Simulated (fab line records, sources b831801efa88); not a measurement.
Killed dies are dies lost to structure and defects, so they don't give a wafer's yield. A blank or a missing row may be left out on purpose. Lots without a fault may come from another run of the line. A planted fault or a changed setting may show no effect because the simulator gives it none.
Which tool did it? | flow sky130 | 9 lots, 27 wafers sampled, at 5 steps of a route of 708

WHAT THE GAUGES READ, wafer by wafer
SKY_METAL5_RS_MEAS_05: measures by four-point-probe.
lot  | measured     | on            | METAL5_ALCU_RS (ohm/sq)
L595 | day 42 20:38 | film_metro-03 | 0.0277 0.0271 0.0277
L597 | day 43 05:56 | film_metro-04 | 0.0265 0.0265 0.0268
L599 | day 44 02:19 | film_metro-03 | 0.0273 0.0274 0.0273
L600 | day 44 05:57 | film_metro-04 | 0.0274 0.0271 0.0273
L602 | day 44 19:54 | film_metro-02 | 0.0272 0.0273 0.0274
L613 | day 47 14:01 | film_metro-02 | 0.0262 0.0261 0.0263
L612 | day 47 17:53 | film_metro-03 | 0.0268 0.0269 0.0324
L614 | day 47 22:30 | film_metro-03 | 0.0272 0.0272 0.0275
L615 | day 47 23:53 | film_metro-02 | 0.0271 0.0270 0.0268

WHICH TOOL RAN EACH LOT (tool, then ch and the chambers of the sampled wafers, then the start)
lot  | SKY_METAL4_ETCH_17                 | SKY_VIA4_CMP_02               | SKY_METAL5_SPUTTER_02        | SKY_METAL5_SPUTTER_04
L595 | rie_diel-04 ch 1,2, day 41 18:28   | cmp-02 ch 0,1,2, day 41 19:42 | pvd_sputter-02, day 42 20:29 | pvd_sputter-02, day 42 20:33
L597 | rie_diel-02 ch 0,2,3, day 42 03:41 | cmp-01 ch 1,3, day 42 04:43   | pvd_sputter-04, day 43 05:47 | pvd_sputter-04, day 43 05:52
L599 | rie_diel-01 ch 0,3, day 43 00:47   | cmp-02 ch 0,1, day 43 01:52   | pvd_sputter-04, day 44 02:10 | pvd_sputter-04, day 44 02:14
L600 | rie_diel-01 ch 0,1,2, day 43 04:19 | cmp-01 ch 1,2, day 43 05:33   | pvd_sputter-02, day 44 05:50 | pvd_sputter-02, day 44 05:54
L602 | rie_diel-04 ch 0,2, day 43 18:38   | cmp-01 ch 0,1,2, day 43 19:40 | pvd_sputter-01, day 44 19:47 | pvd_sputter-01, day 44 19:51
L613 | rie_diel-02 ch 0,1,2, day 46 16:04 | cmp-02 ch 0,2,3, day 46 17:14 | pvd_sputter-04, day 47 13:51 | pvd_sputter-04, day 47 13:55
L612 | rie_diel-01 ch 0,1,2, day 46 18:29 | cmp-02 ch 0,3, day 46 19:34   | pvd_sputter-01, day 47 17:42 | pvd_sputter-01, day 47 17:46
L614 | rie_diel-01 ch 0,1,2, day 46 23:47 | cmp-02 ch 0,1,2, day 47 00:49 | pvd_sputter-04, day 47 22:22 | pvd_sputter-04, day 47 22:26
L615 | rie_diel-02 ch 0,1, day 47 01:32   | cmp-02 ch 2,3, day 47 02:35   | pvd_sputter-02, day 47 23:46 | pvd_sputter-02, day 47 23:50
- SKY_METAL4_ETCH_17: etches SiO2 in C4F8/O2/Ar, stops on TiN, time 3.9 s, target depth 15 nm.
- SKY_VIA4_CMP_02: polishes SiO2.
- SKY_METAL5_SPUTTER_02: material AlCu, target thk 1150 nm, time 61.2 s.
- SKY_METAL5_SPUTTER_04: material TiN, target thk 70 nm, time 58.3 s.

THE ANSWER, worked out from the rows above alone
Rule: what is usual is taken from the lots themselves. Put in order of their means at a reading, lots are off if they are a third of the lots or fewer, leave a main group of 4 or more, and stand apart from it by a gap of 3 or more times the standard deviation of the main group's means; of several such gaps the widest counts. A main group whose means are all the same, to the digits that the tables above print for the reading, isn't used. A lot without any number at a reading at which 4 lots or more have one is off too. The other lots that the step has rows for count as sound.
No lot is off at any reading shown: from this, nothing can be told.

WHAT THE SIMULATOR HAD PUT IN
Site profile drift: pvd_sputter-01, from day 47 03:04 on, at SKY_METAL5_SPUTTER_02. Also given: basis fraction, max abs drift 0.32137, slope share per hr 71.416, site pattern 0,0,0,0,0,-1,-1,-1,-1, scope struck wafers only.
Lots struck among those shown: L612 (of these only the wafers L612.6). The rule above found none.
